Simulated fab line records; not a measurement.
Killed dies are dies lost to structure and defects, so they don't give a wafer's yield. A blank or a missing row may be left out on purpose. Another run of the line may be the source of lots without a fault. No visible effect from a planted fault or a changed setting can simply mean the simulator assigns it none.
What tool caused it? || flow sky130 || 6 lots with 18 wafers sampled at 2 steps, on a route of 708 steps

WHAT EACH GAUGE READ, for each wafer
SKY_VIA3_RS_MEAS_22: a four-point-probe measurement.
{"lot": "L651", "measured": "day 39 10:10", "on": "filmMetro-02", "VIA3_W_RS (ohm/sq)": "0.297 0.296 0.296"}
{"lot": "L657", "measured": "day 41 10:43", "on": "filmMetro-03", "VIA3_W_RS (ohm/sq)": "0.295 0.295 0.296"}
{"lot": "L664", "measured": "day 43 10:59", "on": "filmMetro-01", "VIA3_W_RS (ohm/sq)": "0.301 0.299 0.299"}
{"lot": "L669", "measured": "day 44 18:35", "on": "filmMetro-02", "VIA3_W_RS (ohm/sq)": "0.289 0.292 0.293"}
{"lot": "L672", "measured": "day 45 19:23", "on": "filmMetro-03", "VIA3_W_RS (ohm/sq)": "0.301 0.300 0.296"}
{"lot": "L671", "measured": "day 45 22:03", "on": "filmMetro-03", "VIA3_W_RS (ohm/sq)": "0.302 0.306 0.306"}

TOOL THAT RAN EACH LOT (tool first, then ch and the chambers of the sampled wafers, then the start)
{"lot": "L651", "SKY_VIA3_CVD_21": "cvdW-01 ch 0,1, day 39 10:01"}
{"lot": "L657", "SKY_VIA3_CVD_21": "cvdW-01 ch 0,1, day 41 10:35"}
{"lot": "L664", "SKY_VIA3_CVD_21": "cvdW-02 ch 0,1, day 43 10:51"}
{"lot": "L669", "SKY_VIA3_CVD_21": "cvdW-01 ch 0,1, day 44 18:27"}
{"lot": "L672", "SKY_VIA3_CVD_21": "cvdW-01 ch 0,1, day 45 19:15"}
{"lot": "L671", "SKY_VIA3_CVD_21": "cvdW-02 ch 0, day 45 21:56"}
- SKY_VIA3_CVD_21: deposits W, target thk 390 nm, time 117.31 s.

THE ANSWER, worked out from the rows above alone
Rule: the usual values come from the lots themselves. The widest of any qualifying gaps counts: lots, ordered by their means at a reading, are off when they make up no more than a third of the lots, leave a main group of 4 or more, and stand apart from it by 3 or more times the standard deviation of that group's means. A main group is skipped when, at the precision printed for the reading in the tables above, its means are all equal. A lot without any number at a reading at which 4 lots or more have one is off too. Any other lot the step has rows for is counted as sound.
No lot is off on any of the readings shown, so nothing can be concluded from this.

WHAT THE SIMULATOR PUT IN
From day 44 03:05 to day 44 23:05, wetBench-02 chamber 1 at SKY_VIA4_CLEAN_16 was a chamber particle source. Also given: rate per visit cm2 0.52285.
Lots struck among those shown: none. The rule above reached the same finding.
